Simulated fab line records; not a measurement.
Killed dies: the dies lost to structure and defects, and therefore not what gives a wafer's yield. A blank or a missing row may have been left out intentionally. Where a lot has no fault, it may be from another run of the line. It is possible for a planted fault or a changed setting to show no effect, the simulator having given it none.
Which tool did it? | flow gf180mcu | Sampling: 11 lots, 33 wafers, 7 of 602 route steps

== WHAT THE GAUGES READ, wafer by wafer ==
GF_HV_LDD_OVL_MEAS_08.
lot  | measured     | on         | HV_LDD_OVL (nm)
L105 | day 11 02:32 | overlay-02 | 1.6 0.5 1.9
L106 | day 11 09:36 | overlay-02 | 4.3 -0.2 1.7
L107 | day 11 13:52 | overlay-01 | 0.5 -1.1 -0.8
L108 | day 12 01:20 | overlay-02 | 0.8 3.4 2.2
L109 | day 12 04:23 | overlay-02 | 1.5 -0.3 0.5
L110 | day 12 07:38 | overlay-01 | 0.5 0.7 1.9
L111 | day 12 18:44 | overlay-02 | 1.2 2.3 2.7
L119 | day 15 03:26 | overlay-02 | 0.8 3.4 -0.5
L122 | day 16 06:29 | overlay-02 | 2.1 3.7 4.4
L123 | day 16 07:44 | overlay-01 | 0.2 -1.5 2.0
L125 | day 17 08:59 | overlay-02 | 1.0 1.2 1.0

GF_HV_LDD_OVL_MEAS_32.
lot  | measured     | on         | HV_LDD_02_OVL (nm)
L105 | day 12 16:11 | overlay-02 | 2.9 1.7 2.0
L106 | day 13 00:28 | overlay-02 | -0.3 0.3 -0.6
L107 | day 13 05:02 | overlay-01 | -1.9 -0.5 -0.4
L108 | day 13 17:32 | overlay-02 | 1.1 2.0 -1.0
L109 | day 13 20:37 | overlay-02 | 3.4 0.2 2.5
L110 | day 14 00:26 | overlay-01 | 0.3 -0.9 0.2
L111 | day 14 12:05 | overlay-02 | -0.1 1.2 1.7
L119 | day 17 00:35 | overlay-01 | 3.3 2.6 3.6
L122 | day 18 04:28 | overlay-02 | 3.5 2.4 4.3
L123 | day 18 05:49 | overlay-02 | 0.9 1.5 2.5
L125 | day 19 09:17 | overlay-02 | -0.7 0.9 -0.7

GF_HV_LDD_CD_MEAS_46: the cd target is 400 nm.
lot  | measured     | on       | cdNm (nm)
L105 | day 13 13:22 | cdSem-01 | 398.4 400.4 399.2
L106 | day 13 21:31 | cdSem-02 | 395.5 396.8 398.7
L107 | day 14 02:10 | cdSem-01 | 396.2 400.1 398.3
L108 | day 14 14:32 | cdSem-01 | 398.2 396.9 396.1
L109 | day 14 18:28 | cdSem-01 | 396.9 398.5 399.3
L110 | day 14 22:08 | cdSem-01 | 393.0 392.3 395.1
L111 | day 15 10:22 | cdSem-01 | 400.3 400.5 401.4
L119 | day 18 00:32 | cdSem-01 | 399.7 399.2 401.0
L122 | day 19 04:33 | cdSem-02 | 400.3 399.5 400.4
L123 | day 19 06:18 | cdSem-01 | 396.2 397.8 397.6
L125 | day 20 10:25 | cdSem-02 | 398.2 397.5 395.4

GF_NSD_TW_MEAS_12.
lot  | measured     | on           | NSD_TW
L105 | day 14 13:46 | filmMetro-04 | 4323 4296 4295
L106 | day 14 21:23 | filmMetro-01 | 4251 4288 4269
L107 | day 15 02:13 | filmMetro-03 | 4209 4216 4207
L108 | day 15 15:22 | filmMetro-01 | 4290 4282 4278
L109 | day 15 19:44 | filmMetro-03 | 4220 4223 4195
L110 | day 15 23:35 | filmMetro-03 | 3833 3821 3835
L111 | day 16 12:14 | filmMetro-01 | 3867 3865 3877
L119 | day 19 03:47 | filmMetro-04 | 4284 4302 4292
L122 | day 20 08:44 | filmMetro-03 | 4202 4231 4224
L123 | day 20 10:37 | filmMetro-04 | 4314 4288 4293
L125 | day 21 13:50 | filmMetro-03 | 4181 4187 4214

GF_PSD_RS_MEAS_14: measurement is done with a four-point probe.
lot  | measured     | on           | NSD_RS (ohm/sq)
L105 | day 15 11:31 | filmMetro-03 | 46.03 46.16 46.13
L106 | day 15 19:17 | filmMetro-03 | 46.09 46.16 46.12
L107 | day 16 00:29 | filmMetro-01 | 46.14 46.14 46.14
L108 | day 16 13:52 | filmMetro-04 | 46.10 46.25 46.19
L109 | day 16 18:55 | filmMetro-01 | 46.23 46.19 46.24
L110 | day 16 22:06 | filmMetro-01 | 94.06 94.38 94.92
L111 | day 17 11:02 | filmMetro-01 | 97.39 96.98 96.70
L119 | day 20 04:41 | filmMetro-01 | 46.07 46.18 46.20
L122 | day 21 09:09 | filmMetro-01 | 46.11 45.98 46.00
L123 | day 21 11:00 | filmMetro-03 | 46.00 46.17 46.17
L125 | day 22 13:35 | filmMetro-01 | 46.12 46.19 46.11

== TOOL THAT RAN EACH LOT (tool first, then ch and the chambers of the sampled wafers, then the start) ==
lot  | GF_NSD_IMPLANT_09               | GF_NSD_STRIP_11
L105 | implanter-04 ch 0, day 14 13:22 | plasmaAsher-03 ch 0,1, day 14 13:40
L106 | implanter-01 ch 0, day 14 20:59 | plasmaAsher-02 ch 0,1, day 14 21:17
L107 | implanter-03 ch 0, day 15 01:49 | plasmaAsher-03 ch 0,1, day 15 02:07
L108 | implanter-01 ch 0, day 15 14:59 | plasmaAsher-03 ch 0,1, day 15 15:16
L109 | implanter-04 ch 0, day 15 19:20 | plasmaAsher-02 ch 0, day 15 19:38
L110 | implanter-01 ch 0, day 15 23:12 | plasmaAsher-03 ch 0,1, day 15 23:28
L111 | implanter-01 ch 0, day 16 11:51 | plasmaAsher-03 ch 0,1, day 16 12:08
L119 | implanter-04 ch 0, day 19 03:24 | plasmaAsher-04 ch 0,1, day 19 03:40
L122 | implanter-04 ch 0, day 20 08:20 | plasmaAsher-04 ch 0,1, day 20 08:38
L123 | implanter-04 ch 0, day 20 10:13 | plasmaAsher-02 ch 0,1, day 20 10:31
L125 | implanter-03 ch 0, day 21 13:27 | plasmaAsher-04 ch 0,1, day 21 13:43
- GF_NSD_IMPLANT_09
- GF_NSD_STRIP_11: strips in O2/N2.

== AS READ BY THE TOOLS THEMSELVES (means over the sampled wafers that have a number; for cases with no such wafer, the mark the record gives instead) ==
GF_NSD_IMPLANT_09.
lot  | tool         | beamOnS (s) | doseIonsCm2 | endStationPressureTorr (Torr) | faradayCurrentUA
L105 | implanter-04 | 15.7        | 3.996e+15   | 1.54e-05                      | 13861
L106 | implanter-01 | 18.2        | 4.003e+15   | 1.24e-05                      | 12061
L107 | implanter-03 | 22.0        | 4.001e+15   | 1.17e-05                      | 10054
L108 | implanter-01 | 18.6        | 4.002e+15   | 1.28e-05                      | 11748
L109 | implanter-04 | 15.5        | 4.003e+15   | 1.53e-05                      | 14115
L110 | implanter-01 | 10.1        | 3.980e+14   | 6.63e-06                      | 2204
L111 | implanter-01 | 9.9         | 4.050e+14   | 6.80e-06                      | 2248
L119 | implanter-04 | 15.7        | 3.996e+15   | 1.42e-05                      | 13884
L122 | implanter-04 | 16.0        | 4.000e+15   | 1.56e-05                      | 13619
L123 | implanter-04 | 15.4        | 3.997e+15   | 1.53e-05                      | 14171
L125 | implanter-03 | 22.6        | 3.996e+15   | 1.14e-05                      | 9724

GF_NSD_STRIP_11.
lot  | tool           | drypumpMotorCurrentA (A) | heaterPowerW (W) | oesProductAu (a.u.) | stripTimeToEndpointS (s)
L105 | plasmaAsher-03 | 5.9                      | 287              | 0.488               | 22.97
L106 | plasmaAsher-02 | 5.9                      | 317              | 0.485               | 22.96
L107 | plasmaAsher-03 | 5.8                      | 291              | 0.483               | 22.94
L108 | plasmaAsher-03 | 5.9                      | 286              | 0.487               | 23.00
L109 | plasmaAsher-02 | 6.4                      | 332              | 0.489               | 22.91
L110 | plasmaAsher-03 | 5.8                      | 290              | 0.607               | 15.89
L111 | plasmaAsher-03 | 5.8                      | 289              | 0.610               | 15.68
L119 | plasmaAsher-04 | 5.7                      | 300              | 0.487               | 22.97
L122 | plasmaAsher-04 | 5.8                      | 324              | 0.492               | 23.00
L123 | plasmaAsher-02 | 6.2                      | 323              | 0.487               | 22.96
L125 | plasmaAsher-04 | 5.9                      | 327              | 0.483               | 23.00

== THE ANSWER, worked out from the rows above alone ==
Rule: what is usual is taken from the lots themselves. The widest of any qualifying gaps counts: lots, ordered by their means at a reading, are off when they make up no more than a third of the lots, leave a main group of 4 or more, and stand apart from it by 3 or more times the standard deviation of that group's means. A main group is skipped when, at the precision printed for the reading in the tables above, its means are all equal. Also off: a lot with no number at a reading for which 4 or more lots have one. Any other lot the step has rows for is counted as sound. Order of review: gauges by route order, followed by the tools' own readings, for which a lot's mean as printed above is used. The first step at which some lot is off is used, and at that step the reading that is off furthest; a lot without a number counts as furthest.
Off: L110, L111, at GF_NSD_TW_MEAS_12 (NSD_TW). Main group: mean 4254, sd 42.
If a tool, at a process step before that reading, ran all the lots that are off and no sound lot after the first of them, it fits. The gauges at GF_NSD_TW_MEAS_12 aren't tried: what is off there is off at GF_NSD_IMPLANT_09 too, on other tools, and a gauge's error can't cause that. This does not decide it: 2 tools fit, namely implanter-01 at GF_NSD_IMPLANT_09 and plasmaAsher-03 at GF_NSD_STRIP_11.

== WHAT WAS PUT IN BY THE SIMULATOR ==
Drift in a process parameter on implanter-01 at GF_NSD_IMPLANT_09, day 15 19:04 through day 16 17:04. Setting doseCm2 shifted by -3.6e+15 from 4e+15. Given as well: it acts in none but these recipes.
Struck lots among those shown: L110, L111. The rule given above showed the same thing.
